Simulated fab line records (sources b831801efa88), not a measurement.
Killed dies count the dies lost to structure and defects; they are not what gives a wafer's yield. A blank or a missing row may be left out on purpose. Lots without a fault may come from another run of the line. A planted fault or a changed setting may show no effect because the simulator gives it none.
Matching of chambers | flow sky130 | SKY_FIELD_ISO_ETCH_15 on rie-diel-02 has 4 sister chambers
The step etches the open film in CHF3/O2, stops on Si, target depth 180 nm, time 72 s. 7 wafers are shown with their chamber, then 7 later ones without.

## WAFERS PAIRED WITH THEIR CHAMBERS
wafer  | chamber | drypump-motor-current-A (A) | run-length-s (s)
L344.1 | 1       | 5.06                        | 99.5
L344.4 | 2       | 6.04                        | 100.1
L349.1 | 0       | 5.22                        | 100.7
L349.5 | 3       | 5.46                        | 100.5
L349.6 | 2       | 6.00                        | 100.4
L350.3 | 1       | 5.06                        | 99.4
L350.4 | 3       | 5.48                        | 100.3

## WAFERS MISSING THEIR CHAMBER
wafer  | drypump-motor-current-A (A) | run-length-s (s)
L350.6 | 6.00                        | 100.2
L352.1 | 5.22                        | 100.4
L352.2 | 5.47                        | 100.3
L352.6 | 5.47                        | 100.5
L358.1 | 6.00                        | 100.6
L358.2 | 5.23                        | 100.3
L358.5 | 5.46                        | 100.2

## THE CHAMBER EACH PASSED THROUGH
wafer  | from the rows above | in truth
L350.6 | 2                   | 2
L352.1 | 0                   | 0
L352.2 | 3                   | 3
L352.6 | 3                   | 3
L358.1 | 2                   | 2
L358.2 | 0                   | 0
L358.5 | 3                   | 3
7 of 7 placed correctly. Left unplaced by these rows: 0. Placed wrongly: 0.
How it was worked out, from the rows above alone: a wafer's distance from a chamber is the root of the sum, over the readings, of the square of ((its reading less the chamber's mean) divided by the reading's scatter). If the next closest chamber is less than 2 further off than the closest, the wafer can't be placed; otherwise it belongs to the closest. A chamber's mean is the mean of its shown wafers. The scatter: the root of (the sum of the squares of (reading less its chamber's mean) over the shown wafers, divided by (wafers less chambers)).
